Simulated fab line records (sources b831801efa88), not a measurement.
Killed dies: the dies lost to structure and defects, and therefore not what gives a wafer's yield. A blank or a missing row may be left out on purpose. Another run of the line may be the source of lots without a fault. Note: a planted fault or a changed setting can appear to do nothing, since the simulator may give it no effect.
Which tool was responsible? / flow sky130 / 13 lots with 39 wafers sampled at 3 steps, on a route of 708 steps

WHAT THE GAUGES SHOWED, per wafer
SKY_CAP2M_THK_MEAS_04: measures by xrf. Usual: for CAP2M_TIN_THK the level is 203.9 nm and the standard deviation is 2.5.
lot=L222; measured=day 39 07:46; on=film metro-02; CAP2M_TIN_THK (nm)=199.7 198.5 201.0; flag=
lot=L223; measured=day 40 10:26; on=film metro-04; CAP2M_TIN_THK (nm)=205.9 205.4 205.6; flag=
lot=L224; measured=day 41 00:08; on=film metro-01; CAP2M_TIN_THK (nm)=203.6 203.2 202.7; flag=
lot=L225; measured=day 41 07:32; on=film metro-04; CAP2M_TIN_THK (nm)=207.1 206.3 206.4; flag=
lot=L226; measured=day 41 23:47; on=film metro-02; CAP2M_TIN_THK (nm)=204.6 203.3 203.2; flag=
lot=L227; measured=day 42 00:52; on=film metro-02; CAP2M_TIN_THK (nm)=203.1 202.3 202.0; flag=
lot=L228; measured=day 42 03:23; on=film metro-02; CAP2M_TIN_THK (nm)=202.2 201.8 203.9; flag=
lot=L229; measured=day 42 02:26; on=film metro-02; CAP2M_TIN_THK (nm)=202.9 204.2 202.3; flag=
lot=L230; measured=day 42 08:14; on=film metro-02; CAP2M_TIN_THK (nm)=198.9 200.5 199.9; flag=
lot=L234; measured=day 43 04:56; on=film metro-04; CAP2M_TIN_THK (nm)=209.0 210.0 208.9; flag=
lot=L239; measured=day 44 12:59; on=film metro-01; CAP2M_TIN_THK (nm)=200.8 201.9 202.0; flag=
lot=L240; measured=day 45 06:28; on=film metro-02; CAP2M_TIN_THK (nm)=200.6 201.1 203.1; flag=
lot=L242; measured=day 45 18:05; on=film metro-02; CAP2M_TIN_THK (nm)=202.7 201.6 202.1; flag=

EACH LOT AND THE TOOL THAT RAN IT (in order: tool; ch and the chambers of the sampled wafers; start)
lot=L222; SKY_GATE_OXIDE_OXIDATION_16=furnace-02 ch 0, day 13 11:24; SKY_CAP2M_CVD_00=pecvd-04 ch 1,2, day 39 07:27
lot=L223; SKY_GATE_OXIDE_OXIDATION_16=furnace-01 ch 0, day 14 03:05; SKY_CAP2M_CVD_00=pecvd-04 ch 0,2, day 40 10:06
lot=L224; SKY_GATE_OXIDE_OXIDATION_16=furnace-02 ch 0, day 15 12:51; SKY_CAP2M_CVD_00=pecvd-02 ch 0,2, day 40 23:48
lot=L225; SKY_GATE_OXIDE_OXIDATION_16=furnace-01 ch 0, day 15 18:10; SKY_CAP2M_CVD_00=pecvd-02 ch 0,1, day 41 07:14
lot=L226; SKY_GATE_OXIDE_OXIDATION_16=furnace-02 ch 0, day 16 13:56; SKY_CAP2M_CVD_00=pecvd-04 ch 0,1,2, day 41 23:27
lot=L227; SKY_GATE_OXIDE_OXIDATION_16=furnace-02 ch 0, day 16 13:56; SKY_CAP2M_CVD_00=pecvd-02 ch 0,2, day 42 00:33
lot=L228; SKY_GATE_OXIDE_OXIDATION_16=furnace-01 ch 0, day 16 17:38; SKY_CAP2M_CVD_00=pecvd-02 ch 1,2, day 42 03:04
lot=L229; SKY_GATE_OXIDE_OXIDATION_16=furnace-01 ch 0, day 16 17:38; SKY_CAP2M_CVD_00=pecvd-03 ch 0,1, day 42 02:07
lot=L230; SKY_GATE_OXIDE_OXIDATION_16=furnace-02 ch 0, day 16 23:01; SKY_CAP2M_CVD_00=pecvd-02 ch 0,1,2, day 42 07:55
lot=L234; SKY_GATE_OXIDE_OXIDATION_16=furnace-02 ch 0, day 18 08:38; SKY_CAP2M_CVD_00=pecvd-02 ch 0,1, day 43 04:37
lot=L239; SKY_GATE_OXIDE_OXIDATION_16=furnace-02 ch 0, day 19 19:07; SKY_CAP2M_CVD_00=pecvd-04 ch 1,2, day 44 12:40
lot=L240; SKY_GATE_OXIDE_OXIDATION_16=furnace-01 ch 0, day 20 23:26; SKY_CAP2M_CVD_00=pecvd-03 ch 0,2, day 45 06:08
lot=L242; SKY_GATE_OXIDE_OXIDATION_16=furnace-01 ch 0, day 21 12:41; SKY_CAP2M_CVD_00=pecvd-03 ch 0,1, day 45 17:46
- SKY_GATE_OXIDE_OXIDATION_16: stabilise 600 s, purge 300 s, target thk 3.57 nm.
- SKY_CAP2M_CVD_00: deposits SiO2, target thk 15.5 nm.

AS READ BY THE TOOLS THEMSELVES (means over the sampled wafers that have a number; for cases with no such wafer, the mark the record gives instead)
SKY_GATE_OXIDE_OXIDATION_16. Usual: spike tc centre C 800.2 C, standard deviation 1.1; zone power top pct 27.5 %, standard deviation 1.9.
lot=L222; tool=furnace-02; spike tc centre C (C)=800.5; zone power top pct (%)=25.9; flag=
lot=L223; tool=furnace-01; spike tc centre C (C)=800.1; zone power top pct (%)=30.2; flag=
lot=L224; tool=furnace-02; spike tc centre C (C)=800.7; zone power top pct (%)=26.4; flag=
lot=L225; tool=furnace-01; spike tc centre C (C)=799.1; zone power top pct (%)=29.9; flag=
lot=L226; tool=furnace-02; spike tc centre C (C)=800.5; zone power top pct (%)=26.0; flag=
lot=L227; tool=furnace-02; spike tc centre C (C)=800.9; zone power top pct (%)=25.8; flag=
lot=L228; tool=furnace-01; spike tc centre C (C)=799.2; zone power top pct (%)=29.7; flag=
lot=L229; tool=furnace-01; spike tc centre C (C)=800.1; zone power top pct (%)=30.0; flag=
lot=L230; tool=furnace-02; spike tc centre C (C)=801.1; zone power top pct (%)=25.8; flag=
lot=L234; tool=furnace-02; spike tc centre C (C)=799.3; zone power top pct (%)=25.9; flag=
lot=L239; tool=furnace-02; spike tc centre C (C)=801.0; zone power top pct (%)=26.1; flag=
lot=L240; tool=furnace-01; spike tc centre C (C)=800.5; zone power top pct (%)=29.4; flag=
lot=L242; tool=furnace-01; spike tc centre C (C)=799.1; zone power top pct (%)=29.8; flag=

SKY_CAP2M_CVD_00. Usual: heater power w 737 W, standard deviation 160.
lot=L222; tool=pecvd-04; heater power w (W)=591; flag=
lot=L223; tool=pecvd-04; heater power w (W)=720; flag=
lot=L224; tool=pecvd-02; heater power w (W)=624; flag=
lot=L225; tool=pecvd-02; heater power w (W)=802; flag=
lot=L226; tool=pecvd-04; heater power w (W)=676; flag=
lot=L227; tool=pecvd-02; heater power w (W)=578; flag=
lot=L228; tool=pecvd-02; heater power w (W)=774; flag=
lot=L229; tool=pecvd-03; heater power w (W)=883; flag=
lot=L230; tool=pecvd-02; heater power w (W)=790; flag=
lot=L234; tool=pecvd-02; heater power w (W)=950; flag=
lot=L239; tool=pecvd-04; heater power w (W)=681; flag=
lot=L240; tool=pecvd-03; heater power w (W)=729; flag=
lot=L242; tool=pecvd-03; heater power w (W)=899; flag=

THE ANSWER, worked out from the rows above alone
Rule: take the mean of a lot's wafers that have a number; if it is more than 3 standard deviations from the usual mean, the lot is off. Also off: a lot with no number at a reading for which 4 or more lots have one. The other lots that the step has rows for count as sound. After the gauges, taken in route order, come the tools' own readings; for these a lot's mean is taken, as printed above. The first step at which some lot is off is used, and at that step the reading that is off furthest; a lot without a number counts as furthest.
None of the lots is off at any reading shown; this tells nothing.

WHAT THE SIMULATOR HAD INSERTED
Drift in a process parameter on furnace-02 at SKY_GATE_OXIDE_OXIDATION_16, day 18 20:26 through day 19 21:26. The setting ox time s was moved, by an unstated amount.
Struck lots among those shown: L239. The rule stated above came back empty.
